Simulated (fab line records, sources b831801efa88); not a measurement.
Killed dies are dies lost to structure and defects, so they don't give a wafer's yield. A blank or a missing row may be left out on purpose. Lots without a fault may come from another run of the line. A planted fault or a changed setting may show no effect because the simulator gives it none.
fab line records | flow sky130
record lots=24 wafers=72 last_day=50
route steps=708 shown CAPM@549 METAL3@563 VIA3@586 CAP2M@617 VIA4@642
lots that met no fault: from a run of the same line without faults
start_h: hours from the record's first day to the start of the lot's first wafer shown | wait_h: hours since the lot's step before | " the same as in the row above | L1.1+2: a row that stands for several wafers | - no value, or no start given | * or withheld: withheld | < > ~ a bound
route shown NAME@n: a module of which the file shows steps, and the number in the route of the first | usual: mean/standard deviation of fault-free wafers | same: alike in all rows | chamber/n: place in a boat | sites: the reading at each site | _std_site: their standard deviation | _edge_site: outer sites' mean less inner sites' | radius_mm: how far each site lies from the wafer's centre | mask NAME#n: copy n | behind: the tool/chamber that last shaped the wafer | hold: why the lot was held/for how many hours/how that ended | device: the transistor (n, p or np) that didn't switch | end of line: the same wafers' tests at the end of the route | a step without rows: its recipe alone | killed: dies lost to structure and defects at the first sort, not the wafer's yield | map: a wafer's dies, x killed, . not, _ none there
set.NAME: the setting as run; set.NAME@STEP: as run at that earlier step | model.NAME: the simulator's own value behind a step, which no gauge read
steps of the route over a sample of lots; a table a step, a row a wafer
## steps
# step SKY_CAPM_OVL_MEAS_12
# usual CAPM_OVL=1.0/1.3
# columns lot.wafer tool chamber start_h wait_h CAPM_OVL[nm]
L074.1 overlay-01 - 857.98 0.1 -0.4
L074.3 " - " " -1.6
L074.5 " - " " 0.2
L075.2 overlay-02 - 865.35 0.1 0.3
L075.5 " - " " 0.4
L075.6 " - " " 0.4
L076.1 overlay-01 - 882.59 0.1 0.8
L076.4 " - " " 1.2
L076.5 " - " " 1.9
L077.2 overlay-01 - 895.55 0.1 -0.2
L077.4 " - " " 0.1
L077.5 " - " " -0.1
L078.1 overlay-02 - 905.10 0.1 2.2
L078.5 " - " " 3.8
L078.6 " - " " 3.1
L079.1 overlay-01 - 905.40 0.1 2.4
L079.3 " - " " 1.4
L079.4 " - " " 2.1
L080.1 overlay-02 - 920.03 0.1 1.7
L080.2 " - " " 3.2
L080.3 " - " " 1.9
L081.1 overlay-01 - 925.79 0.1 1.3
L081.2 " - " " 0.4
L081.5 " - " " 2.0
L082.1 overlay-01 - 931.90 0.1 2.1
L082.2 " - " " 3.1
L082.4 " - " " -0.2
L083.3 overlay-02 - 937.20 0.1 1.8
L083.5 " - " " 1.1
L083.6 " - " " 3.3
L084.1 overlay-02 - 946.55 0.1 1.7
L084.2 " - " " 2.4
L084.3 " - " " 2.6
L086.1 overlay-01 - 951.63 0.1 0.3
L086.3 " - " " -0.6
L086.5 " - " " -0.1
L085.2 overlay-01 - 953.45 0.1 1.3
L085.5 " - " " 1.9
L085.6 " - " " 3.5
L087.1 overlay-02 - 965.33 0.1 1.2
L087.3 " - " " 2.2
L087.6 " - " " 1.5
L088.2 overlay-01 - 967.15 0.1 -0.1
L088.3 " - " " 0.1
L088.4 " - " " -0.2
L089.2 overlay-01 - 977.00 0.1 -1.3
L089.5 " - " " 0.4
L089.6 " - " " -1.5
L090.3 overlay-01 - 986.95 0.1 4.5
L090.5 " - " " 4.0
L090.6 " - " " 3.6
L091.3 overlay-02 - 989.10 0.1 0.1
L091.4 " - " " 1.0
L091.6 " - " " 0.0
L093.4 overlay-01 - 1034.82 0.1 3.0
L093.5 " - " " 1.8
L093.6 " - " " 1.5
L094.1 overlay-02 - 1034.89 0.1 -1.1
L094.3 " - " " -0.8
L094.4 " - " " -0.1
L092.2 overlay-01 - 1035.70 0.1 2.3
L092.4 " - " " 1.9
L092.5 " - " " 1.4
L095.1 overlay-02 - 1035.79 0.1 1.1
L095.3 " - " " -0.6
L095.5 " - " " 0.2
L096.2 overlay-02 - 1038.09 0.1 1.1
L096.3 " - " " 1.0
L096.6 " - " " 0.8
L097.4 overlay-01 - 1040.97 0.1 -0.7
L097.5 " - " " -1.1
L097.6 " - " " 0.1
# step SKY_METAL3_CD_MEAS_13
# recipe target_cd_nm=300
# usual cd_nm=299.6/1.5
# columns lot.wafer tool chamber start_h wait_h cd_nm
L074.1 cd_sem-02 - 884.74 - 300.6
L074.3 " - " " 300.9
L074.5 " - " " 300.2
L075.2 cd_sem-02 - 891.56 - 299.0
L075.5 " - " " 298.2
L075.6 " - " " 297.6
L076.1 cd_sem-02 - 907.53 - 299.3
L076.4 " - " " 298.3
L076.5 " - " " 298.0
L077.2 cd_sem-01 - 921.71 - 300.3
L077.4 " - " " 299.6
L077.5 " - " " 300.4
L078.1 cd_sem-01 - 930.34 - 303.0
L078.5 " - " " 302.0
L078.6 " - " " 303.4
L079.1 cd_sem-02 - 930.64 - 297.6
L079.3 " - " " 297.7
L079.4 " - " " 297.6
L080.1 cd_sem-01 - 945.14 - 298.9
L080.2 " - " " 298.7
L080.3 " - " " 300.3
L081.1 cd_sem-01 - 950.59 - 296.9
L081.2 " - " " 298.2
L081.5 " - " " 297.9
L082.1 cd_sem-02 - 956.58 - 300.5
L082.2 " - " " 300.8
L082.4 " - " " 300.9
L083.3 cd_sem-01 - 962.23 - 300.0
L083.5 " - " " 299.8
L083.6 " - " " 298.0
L084.1 cd_sem-01 - 970.99 - 301.0
L084.2 " - " " 301.2
L084.3 " - " " 301.4
L086.1 cd_sem-02 - 975.09 - 299.8
L086.3 " - " " 300.0
L086.5 " - " " 300.7
L085.2 cd_sem-01 - 977.96 - 298.7
L085.5 " - " " 298.9
L085.6 " - " " 299.9
L087.1 cd_sem-01 - 989.49 - 298.3
L087.3 " - " " 297.9
L087.6 " - " " 298.9
L088.2 cd_sem-01 - 991.16 - 299.3
L088.3 " - " " 299.7
L088.4 " - " " 298.5
L089.2 cd_sem-02 - 1001.26 - 300.7
L089.5 " - " " 300.0
L089.6 " - " " 300.5
L090.3 cd_sem-01 - 1011.13 - 299.2
L090.5 " - " " 297.8
L090.6 " - " " 297.5
L091.3 cd_sem-01 - 1013.18 - 297.2
L091.4 " - " " 297.6
L091.6 " - " " 297.0
L093.4 cd_sem-02 - 1056.30 - 300.4
L093.5 " - " " 300.5
L093.6 " - " " 300.5
L094.1 cd_sem-01 - 1056.64 - 299.9
L094.3 " - " " 299.9
L094.4 " - " " 298.8
L092.2 cd_sem-02 - 1058.26 - 301.2
L092.4 " - " " 300.9
L092.5 " - " " 299.3
L095.1 cd_sem-01 - 1058.44 - 299.1
L095.3 " - " " 297.6
L095.5 " - " " 297.5
L096.2 cd_sem-01 - 1061.01 - 300.4
L096.3 " - " " 301.3
L096.6 " - " " 299.4
L097.4 cd_sem-01 - 1062.50 - 300.5
L097.5 " - " " 300.3
L097.6 " - " " 300.8
# step SKY_VIA3_OVL_MEAS_13
# usual VIA3_OVL=-2/4.2
# columns lot.wafer tool chamber start_h wait_h VIA3_OVL[nm]
L074.1 overlay-01 - 912.27 0.1 0
L074.3 " - " " -1
L074.5 " - " " 0
L075.2 overlay-02 - 918.57 0.1 -3
L075.5 " - " " -5
L075.6 " - " " -2
L076.1 overlay-02 - 933.71 0.1 1
L076.4 " - " " -2
L076.5 " - " " -2
L077.2 overlay-01 - 948.18 0.1 -3
L077.4 " - " " -6
L077.5 " - " " -8
L078.1 overlay-02 - 956.12 0.1 -7
L078.5 " - " " -9
L078.6 " - " " -12
L079.1 overlay-02 - 956.47 0.1 -4
L079.3 " - " " -3
L079.4 " - " " -2
L080.1 overlay-02 - 971.07 0.1 0
L080.2 " - " " -4
L080.3 " - " " -6
L081.1 overlay-02 - 975.62 0.1 4
L081.2 " - " " 4
L081.5 " - " " 6
L082.1 overlay-02 - 981.87 0.1 -1
L082.2 " - " " -2
L082.4 " - " " -3
L083.3 overlay-02 - 987.57 0.1 -6
L083.5 " - " " -5
L083.6 " - " " -3
L084.1 overlay-01 - 995.97 0.1 -2
L084.2 " - " " -3
L084.3 " - " " 3
L086.1 overlay-02 - 1000.21 0.1 -9
L086.3 " - " " -2
L086.5 " - " " -9
L085.2 overlay-02 - 1003.86 0.1 -1
L085.5 " - " " -4
L085.6 " - " " -5
L087.1 overlay-01 - 1014.21 0.1 -6
L087.3 " - " " -2
L087.6 " - " " -1
L088.2 overlay-02 - 1015.82 0.1 -2
L088.3 " - " " -3
L088.4 " - " " 0
L089.2 overlay-01 - 1025.37 0.1 -6
L089.5 " - " " -5
L089.6 " - " " -7
L090.3 overlay-01 - 1035.12 0.1 -2
L090.5 " - " " -7
L090.6 " - " " -3
L091.3 overlay-01 - 1037.32 0.1 7
L091.4 " - " " 6
L091.6 " - " " 9
L094.1 overlay-02 - 1079.36 0.1 -1
L094.3 " - " " -4
L094.4 " - " " -7
L093.4 overlay-02 - 1079.92 0.1 0
L093.5 " - " " -2
L093.6 " - " " 0
L095.1 overlay-02 - 1080.96 0.1 -2
L095.3 " - " " -7
L095.5 " - " " 0
L092.2 overlay-01 - 1081.31 0.1 -1
L092.4 " - " " -1
L092.5 " - " " -4
L096.2 overlay-02 - 1083.69 0.1 2
L096.3 " - " " -1
L096.6 " - " " -2
L097.4 overlay-02 - 1084.99 0.1 0
L097.5 " - " " 3
L097.6 " - " " 8
# step SKY_VIA3_RS_MEAS_22
# recipe thk_meas_gauge=four-point-probe reads=W_of_VIA3_CVD_21+TiN_of_VIA3_SPUTTER_20
# usual VIA3_W_RS=0.293/0.0034
# columns lot.wafer tool chamber start_h wait_h VIA3_W_RS[ohm/sq]
L074.1 film_metro-03 - 913.19 0.1 0.290
L074.3 " - " " 0.292
L074.5 " - " " 0.290
L075.2 film_metro-03 - 919.51 0.1 0.293
L075.5 " - " " 0.293
L075.6 " - " " 0.290
L076.1 film_metro-01 - 934.65 0.1 0.301
L076.4 " - " " 0.301
L076.5 " - " " 0.296
L077.2 film_metro-02 - 949.11 0.1 0.288
L077.4 " - " " 0.290
L077.5 " - " " 0.289
L078.1 film_metro-03 - 957.12 0.1 0.293
L078.5 " - " " 0.296
L078.6 " - " " 0.292
L079.1 film_metro-02 - 957.81 0.1 0.290
L079.3 " - " " 0.291
L079.4 " - " " 0.292
L080.1 film_metro-03 - 972.02 0.1 0.293
L080.2 " - " " 0.295
L080.3 " - " " 0.293
L081.1 film_metro-02 - 976.53 0.1 0.289
L081.2 " - " " 0.293
L081.5 " - " " 0.292
L082.1 film_metro-01 - 982.78 0.1 0.290
L082.2 " - " " 0.299
L082.4 " - " " 0.291
L083.3 film_metro-01 - 988.51 0.1 0.297
L083.5 " - " " 0.291
L083.6 " - " " 0.291
L084.1 film_metro-01 - 996.89 0.1 0.292
L084.2 " - " " 0.287
L084.3 " - " " 0.291
L086.1 film_metro-03 - 1001.21 0.1 0.296
L086.3 " - " " 0.290
L086.5 " - " " 0.296
L085.2 film_metro-03 - 1004.82 0.1 0.293
L085.5 " - " " 0.295
L085.6 " - " " 0.300
L087.1 film_metro-02 - 1015.15 0.1 0.294
L087.3 " - " " 0.295
L087.6 " - " " 0.294
L088.2 film_metro-01 - 1016.76 0.1 0.298
L088.3 " - " " 0.303
L088.4 " - " " 0.297
L089.2 film_metro-03 - 1026.29 0.1 0.294
L089.5 " - " " 0.293
L089.6 " - " " 0.296
L090.3 film_metro-01 - 1036.07 0.1 0.291
L090.5 " - " " 0.287
L090.6 " - " " 0.292
L091.3 film_metro-03 - 1038.27 0.1 0.287
L091.4 " - " " 0.292
L091.6 " - " " 0.288
L094.1 film_metro-03 - 1080.28 0.1 0.295
L094.3 " - " " 0.298
L094.4 " - " " 0.299
L093.4 film_metro-03 - 1080.89 0.1 0.298
L093.5 " - " " 0.301
L093.6 " - " " 0.297
L095.1 film_metro-01 - 1081.94 0.1 0.293
L095.3 " - " " 0.293
L095.5 " - " " 0.297
L092.2 film_metro-02 - 1082.24 0.1 0.292
L092.4 " - " " 0.292
L092.5 " - " " 0.292
L096.2 film_metro-01 - 1084.61 0.1 0.293
L096.3 " - " " 0.294
L096.6 " - " " 0.294
L097.4 film_metro-01 - 1085.94 0.1 0.292
L097.5 " - " " 0.297
L097.6 " - " " 0.294
# step SKY_CAP2M_STRIP_14
# recipe chemistry=O2/N2 power_w=1400 pressure_mtorr=1500 platen_temp_c=withheld o2_flow_sccm=3000 n2_flow_sccm=300 overash_fraction=0.5
# usual chamber_pressure_mTorr=1500.1/1.3 drypump_motor_current_A=5.8/0.43 o2_flow_sccm=3000/8.9 oes_product_au=0.710/0.0046 strip_time_to_endpoint_s=12.64/0.035
# columns lot.wafer tool chamber start_h wait_h chamber_pressure_mTorr drypump_motor_current_A o2_flow_sccm oes_product_au rf_hours_counter_h strip_time_to_endpoint_s
L074.1 plasma_asher-02 0 938.85 0.1 1501.0 6.1 2997 0.708 20 12.57
L074.3 " 1 " " 1499.9 5.7 3015 0.714 - 12.61
L074.5 " 0 " " 1500.1 6.1 3002 0.701 - 12.63
L075.2 plasma_asher-03 1 944.90 0.1 1499.3 6.1 3001 0.713 49 12.56
L075.5 " 1 " " 1499.2 6.1 2996 0.701 - 12.62
L075.6 " 0 " " 1502.2 4.9 2989 0.713 - 12.57
L076.1 plasma_asher-02 1 959.50 0.1 1499.7 5.7 2996 0.709 22 12.61
L076.4 " 1 " " 1500.9 5.7 2991 0.710 - 12.61
L076.5 " 1 " " 1496.2 5.7 2991 0.712 - 12.55
L077.2 plasma_asher-02 1 973.69 0.1 1501.1 5.7 3003 0.711 23 12.62
L077.4 " 1 " " 1499.5 5.7 2997 0.707 - 12.62
L077.5 " 1 " " 1500.1 5.7 2979 0.709 - 12.65
L078.1 plasma_asher-04 0 980.88 0.2 1500.6 6.3 3001 0.711 87 12.67
L078.5 " 1 " " 1500.1 5.8 2992 0.707 - 12.66
L078.6 " 0 " " 1500.7 6.2 2996 0.717 - 12.69
L079.1 plasma_asher-04 1 982.15 0.1 1500.3 5.8 2989 0.707 87 12.62
L079.3 " 0 " " 1501.0 6.3 2996 0.710 - 12.65
L079.4 " 1 " " 1500.8 5.8 2982 0.708 - 12.60
L080.1 plasma_asher-04 0 996.26 0.1 1499.7 6.3 2988 0.708 89 12.61
L080.2 " 1 " " 1500.5 5.8 3022 0.716 89 12.66
L080.3 " 1 " " 1499.7 5.8 3015 0.712 - 12.65
L081.1 plasma_asher-03 0 1000.85 0.1 1498.9 5.0 3009 0.707 55 12.62
L081.2 " 1 " " 1498.3 6.1 2993 0.713 55 12.67
L081.5 " 1 " " 1499.4 6.1 2988 0.707 - 12.61
L082.1 plasma_asher-02 1 1007.75 0.1 1502.7 5.7 3007 0.700 26 12.62
L082.2 " 0 " " 1500.5 6.1 3006 0.704 26 12.63
L082.4 " 0 " " 1502.4 6.0 3009 0.711 - 12.63
L083.3 plasma_asher-04 1 1012.14 0.1 1501.7 5.9 3015 0.702 - 12.65
L083.5 " 0 " " 1502.4 6.3 3004 0.710 - 12.64
L083.6 " 1 " " 1501.0 5.8 3010 0.704 - 12.63
L084.1 plasma_asher-03 0 1019.26 0.1 1500.6 5.0 3017 0.707 57 12.67
L084.2 " 1 " " 1500.2 6.1 3002 0.702 57 12.63
L084.3 " 0 " " 1500.1 5.0 2994 0.716 - 12.65
L086.1 plasma_asher-02 1 1024.15 0.1 1499.3 5.7 2991 0.713 28 12.62
L086.3 " 0 " " 1500.2 6.1 2997 0.705 - 12.67
L086.5 " 0 " " 1500.1 6.1 2983 0.714 - 12.63
L085.2 plasma_asher-04 0 1030.66 0.1 1499.4 6.3 2989 0.708 92 12.64
L085.5 " 0 " " 1500.8 6.3 2992 0.709 - 12.61
L085.6 " 1 " " 1499.8 5.8 3004 0.711 - 12.67
L087.1 plasma_asher-03 0 1037.80 0.1 1500.2 5.0 3016 0.713 58 12.62
L087.3 " 1 " " 1499.7 6.1 2996 0.713 - 12.59
L087.6 " 0 " " 1498.0 5.0 3000 0.711 - 12.67
L088.2 plasma_asher-02 1 1040.00 0.1 1501.6 5.7 3006 0.706 30 12.68
L088.3 " 1 " " 1501.5 5.7 2997 0.710 - 12.67
L088.4 " 0 " " 1501.3 6.0 2995 0.712 - 12.68
L089.2 plasma_asher-03 1 1048.91 0.1 1501.4 6.1 3000 0.720 59 12.70
L089.5 " 1 " " 1497.7 6.1 3014 0.708 - 12.62
L089.6 " 0 " " 1498.0 4.9 3000 0.708 - 12.68
L090.3 plasma_asher-02 0 1058.84 0.1 1501.8 6.1 2999 0.713 - 12.59
L090.5 " 0 " " 1501.6 6.1 2997 0.708 - 12.56
L090.6 " 1 " " 1499.8 5.7 2999 0.710 - 12.61
L091.3 plasma_asher-03 0 1060.74 0.1 1500.5 4.9 3003 0.706 - 12.63
L091.4 " 1 " " 1500.3 6.1 2988 0.703 - 12.60
L091.6 " 0 " " 1498.0 5.0 3014 0.714 - 12.66
L094.1 plasma_asher-04 1 1100.14 0.1 1499.3 5.8 2984 0.715 99 12.67
L094.3 " 1 " " 1498.5 5.8 3004 0.718 - 12.64
L094.4 " 0 " " 1499.3 6.2 3000 0.708 - 12.68
L093.4 plasma_asher-03 1 1101.09 0.1 1499.6 6.1 2991 0.708 - 12.69
L093.5 " 1 " " 1499.7 6.1 3009 0.707 - 12.73
L093.6 " 0 " " 1502.4 5.0 3005 0.708 - 12.67
L095.1 plasma_asher-04 1 1102.38 0.1 1499.7 5.8 2996 0.711 99 12.65
L095.3 " 0 " " 1497.9 6.3 3000 0.717 - 12.65
L095.5 " 0 " " 1500.6 6.2 3001 0.710 - 12.66
L092.2 plasma_asher-03 1 1102.66 0.1 1501.9 6.1 3009 0.713 64 12.65
L092.4 " 1 " " 1499.2 6.1 2988 0.718 - 12.65
L092.5 " 0 " " 1499.5 5.0 2998 0.712 - 12.61
L096.2 plasma_asher-02 1 1105.30 0.1 1500.6 5.7 2996 0.704 36 12.65
L096.3 " 0 " " 1499.5 6.0 2999 0.707 - 12.63
L096.6 " 1 " " 1499.6 5.7 2994 0.710 - 12.67
L097.4 plasma_asher-03 1 1107.24 0.1 1499.4 6.1 2989 0.707 - 12.67
L097.5 " 0 " " 1497.8 5.0 3015 0.715 - 12.65
L097.6 " 1 " " 1501.8 6.1 3002 0.708 - 12.68
# step SKY_VIA4_BOW_MEAS_03
# recipe mode=bow
# usual VIA4_BOW=77/7.6
# columns lot.wafer tool chamber start_h wait_h VIA4_BOW[um]
L074.1 film_metro-01 - 965.19 0.1 75
L074.3 " - " " 73
L074.5 " - " " 80
L075.2 film_metro-04 - 970.87 0.1 71
L075.5 " - " " 75
L075.6 " - " " 75
L076.1 film_metro-02 - 984.57 0.1 77
L076.4 " - " " 81
L076.5 " - " " 89
L077.2 film_metro-04 - 999.06 0.2 76
L077.4 " - " " 76
L077.5 " - " " 78
L078.1 film_metro-01 - 1010.48 0.2 73
L078.5 " - " " 92
L078.6 " - " " 73
L079.1 film_metro-02 - 1011.38 0.2 76
L079.3 " - " " 72
L079.4 " - " " 88
L080.1 film_metro-02 - 1020.17 0.1 68
L080.2 " - " " 65
L080.3 " - " " 80
L081.1 film_metro-01 - 1025.50 0.2 68
L081.2 " - " " 83
L081.5 " - " " 77
L082.1 film_metro-01 - 1031.00 0.2 65
L082.2 " - " " 68
L082.4 " - " " 77
L083.3 film_metro-04 - 1036.19 0.2 79
L083.5 " - " " 90
L083.6 " - " " 78
L084.1 film_metro-04 - 1043.40 0.2 81
L084.2 " - " " 74
L084.3 " - " " 76
L086.1 film_metro-02 - 1048.42 0.1 89
L086.3 " - " " 88
L086.5 " - " " 102
L085.2 film_metro-01 - 1053.95 0.1 56
L085.5 " - " " 59
L085.6 " - " " 73
L087.1 film_metro-02 - 1061.82 0.2 85
L087.3 " - " " 76
L087.6 " - " " 74
L088.2 film_metro-02 - 1063.76 0.3 73
L088.3 " - " " 77
L088.4 " - " " 71
L089.2 film_metro-01 - 1071.89 0.2 88
L089.5 " - " " 81
L089.6 " - " " 83
L090.3 film_metro-02 - 1081.80 0.3 80
L090.5 " - " " 75
L090.6 " - " " 84
L091.3 film_metro-04 - 1083.84 0.2 67
L091.4 " - " " 71
L091.6 " - " " 70
L094.1 film_metro-02 - 1122.24 0.1 80
L094.3 " - " " 70
L094.4 " - " " 87
L093.4 film_metro-02 - 1123.35 0.2 70
L093.5 " - " " 73
L093.6 " - " " 76
L095.1 film_metro-04 - 1125.24 0.1 66
L095.3 " - " " 74
L095.5 " - " " 67
L092.2 film_metro-04 - 1125.56 0.1 76
L092.4 " - " " 78
L092.5 " - " " 70
L096.2 film_metro-01 - 1127.45 0.3 67
L096.3 " - " " 76
L096.6 " - " " 78
L097.4 film_metro-02 - 1129.52 0.2 74
L097.5 " - " " 79
L097.6 " - " " 87
## key
fault none
